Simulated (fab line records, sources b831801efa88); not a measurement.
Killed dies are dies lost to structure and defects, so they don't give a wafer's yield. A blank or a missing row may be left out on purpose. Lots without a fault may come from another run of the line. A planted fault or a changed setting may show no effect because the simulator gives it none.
Problem report in the 8D (eight disciplines) form, filled by code | flow sky130 | the parts of the form that need people (team, actions taken, sign-off) are left out

1. THE PROBLEM
VT_ADJUST_NCORE_TW at SKY_VT_ADJUST_NCORE_TW_MEAS_11 reads a mean of 30.4 on 3 wafers of 1 lot; wafers without a fault read 220.7 with a standard deviation of 1.4. That is -99 or more standard deviations from the usual mean.
First seen on wafer L616.1, day 10 14:06, on film_metro-01. The record holds 39 wafers of 13 lots with a number at this step. Rule for "out", or "out of limits": more than 4 standard deviations from the usual mean. The other wafers with a number count as sound.

2. WHAT IT IS AND WHAT IT IS NOT
question                    | is                     | is not
which readings at this step | VT_ADJUST_NCORE_TW     | -
which lots                  | L616                   | L610, L611, L612, L613, L624, L625, L627, L628, L629, L631, L632, L633
which wafers of those lots  | all that have a number | -
read on which gauges        | film_metro-01          | film_metro-02, film_metro-03
when                        | from day 10 14:06      | up to then (12 sound wafers); but 24 sound wafers of L624, L625, L627, L628, L629, L631, L632, L633 came after

3. SUSPECTS, AND WHAT RULES EACH OUT
Counting: a tool at a process step up to the reading stays a suspect if it ran every lot that is out and no sound lot after the first of them.
- the gauge at SKY_VT_ADJUST_NCORE_TW_MEAS_11: ruled out. All the wafers that are out were read on film_metro-01, but those of them that SKY_VT_ADJUST_LVTN_STRIP_20 has rows for are out there too, on other tools.
- plasma_asher-03 at SKY_VT_ADJUST_HVTP_STRIP_10 (strips in O2/N2): ruled out as a lasting fault. Sound lots L627, L628, L632 ran on it after its first lot that is out, L616 (day 7 19:23).
- plasma_asher-02 at SKY_VT_ADJUST_LVTN_STRIP_20 (strips in O2/N2): ruled out as a lasting fault. Sound lots L624, L625, L628, L631 ran on it after its first lot that is out, L616 (day 9 14:59).
- plasma_asher-02 at SKY_VT_ADJUST_NCORE_STRIP_10 (strips in O2/N2): ruled out as a lasting fault. Sound lots L624, L625, L627, L629, L632 ran on it after its first lot that is out, L616 (day 10 14:00).
Left after counting: nothing in the record.

4. THE CAUSE (what the simulator had put in)
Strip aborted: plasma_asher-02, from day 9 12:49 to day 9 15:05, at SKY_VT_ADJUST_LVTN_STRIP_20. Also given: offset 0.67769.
Counting ruled it out, wrongly: the rule takes a fault to strike every lot that its tool runs from its start on, and this one did not.

5. THE CHAIN OF EFFECTS, in route order
Each row: a reading whose mean over the struck wafers that have a number lies more than 3 standard deviations from the usual. Only readings for which the record gives a usual standard deviation are gone through. hours: the time from each lot's start at the first step in this table that gives one to its start at this step, as a median over the lots. sigmas: the change in usual standard deviations.
hours | step                           | reading                  | usual      | on struck wafers | change | sigmas
0     | SKY_VT_ADJUST_LVTN_STRIP_20    | oes_product_au           | 0.716 a.u. | 0.932            | +0.216 | +55
23    | SKY_VT_ADJUST_NCORE_STRIP_10   | strip_time_to_endpoint_s | 14.18 s    | 21.48            | +7.30  | +99 or more
23    | SKY_VT_ADJUST_NCORE_TW_MEAS_11 | VT_ADJUST_NCORE_TW       | 220.7      | 30.4             | -190.3 | -99 or more
The process steps in it:
- SKY_VT_ADJUST_LVTN_STRIP_20: strips in O2/N2.
- SKY_VT_ADJUST_NCORE_STRIP_10: strips in O2/N2.
Readings that are blank on the struck wafers while sound wafers have them: strip_time_to_endpoint_s at SKY_VT_ADJUST_LVTN_STRIP_20.

6. WHAT WOULD HAVE CAUGHT IT SOONER
In this record the first reading out of limits at a measuring or inspecting step was taken at day 10 14:06, 25 hours after the fault began at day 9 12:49.
The tool's own readings at SKY_VT_ADJUST_LVTN_STRIP_20 were out on every struck wafer that the step has a row for (oes_product_au): an alarm limit on them would have fired on the first of those.
